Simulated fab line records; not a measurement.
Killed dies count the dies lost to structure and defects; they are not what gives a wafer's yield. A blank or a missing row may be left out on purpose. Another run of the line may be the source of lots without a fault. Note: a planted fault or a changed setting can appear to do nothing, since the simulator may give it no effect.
2 desks, one fault + flow sky130 + every desk sees just its own numbers, and what lay behind them comes last

## DESK OF THE TOOL OWNER: implanter-04
SKY_SD_P_IMPLANT_09, tool's own readings: per-lot mean of the sampled wafers with a number, covering each lot this tool ran. Marked OUT: a lot whose mean sits more than 4 standard deviations from the usual mean, which makes it out of limits; the brackets give that distance.
Columns: A = beam energy keV at SKY_SD_P_IMPLANT_09, usual 19.999
| lot  | first seen here | A                        |
|------|-----------------|--------------------------|
| L857 | day 25 11:28    | 20.002                   |
| L858 | day 25 21:28    | 20.004                   |
| L861 | day 27 05:38    | 19.993                   |
| L864 | day 27 23:00    | 20.004                   |
| L866 | day 29 02:04    | 20.000                   |
| L875 | day 32 00:57    | 12.464 (-99 or more) OUT |
| L877 | day 32 09:06    | 12.468 (-99 or more) OUT |
This desk's finding: out of limits on L875, L877; first on L875, day 32 00:57 (beam energy keV at SKY_SD_P_IMPLANT_09). L857, L858, L861, L864, L866: within limits.

## METROLOGY DESK
Lot by lot, what the gauges showed, no matter which tool ran the lot: averages of those sampled wafers that carry a number. Marked OUT: a lot whose mean sits more than 4 standard deviations from the usual mean, which makes it out of limits; the brackets give that distance.
Columns: A = LDD_P_TW at SKY_LDD_P_TW_MEAS_11, usual 640; B = SD_P_OVL at SKY_SD_P_OVL_MEAS_08, usual 0.1 nm; C = SD_P_TW at SKY_SD_P_TW_MEAS_11, usual 2839; D = SD_P_RS at SKY_SD_N_RS_MEAS_17, usual 147.0 ohm/sq
| lot  | first seen here | A   | B    | C              | D               |
|------|-----------------|-----|------|----------------|-----------------|
| L857 | day 19 00:56    | 642 | -1.5 | 2825           | 147.1           |
| L858 | day 19 10:21    | 644 | -0.3 | 2850           | 146.0           |
| L859 | day 20 05:50    | 641 | -1.0 | 2847           | 147.4           |
| L861 | day 20 21:52    | 643 | 0.4  | 2863           | 147.3           |
| L862 | day 21 05:39    | 633 | -1.7 | 2864           | 147.0           |
| L864 | day 21 15:14    | 635 | 0.9  | 2828           | 147.6           |
| L866 | day 22 19:43    | 640 | 0.1  | 2834           | 146.6           |
| L875 | day 26 01:11    | 641 | 1.3  | 2489 (-16) OUT | 177.9 (+67) OUT |
| L877 | day 26 10:07    | 642 | -1.2 | 2533 (-14) OUT | 177.4 (+66) OUT |
| L878 | day 27 04:26    | 641 | 2.3  | 2807           | 147.1           |
| L880 | day 27 18:57    | 645 | 2.3  | 2808           | 146.8           |
Per this desk, out of limits: L875, L877; the first was L875, day 32 01:12 (SD_P_TW at SKY_SD_P_TW_MEAS_11). L857, L858, L859, L861, L862, L864, L866, L878, L880: within limits.

## ALL TOGETHER
On L875, L877, at day 32 00:57, an alarm was possible from the tool owner's desk.
Metrology desk: alarm possible at day 32 01:12 on L875, L877.
SKY_SD_P_IMPLANT_09 was run on implanter-04 by each of the lots named.

## WHAT THE SIMULATOR HAD PUT IN
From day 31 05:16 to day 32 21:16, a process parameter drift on implanter-04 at SKY_SD_P_IMPLANT_09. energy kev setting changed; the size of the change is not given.
Struck lots among those shown: L875, L877.
Hours from the fault's start to each desk's first reading out of limits: the tool owner's desk, 20; the metrology desk, 20.
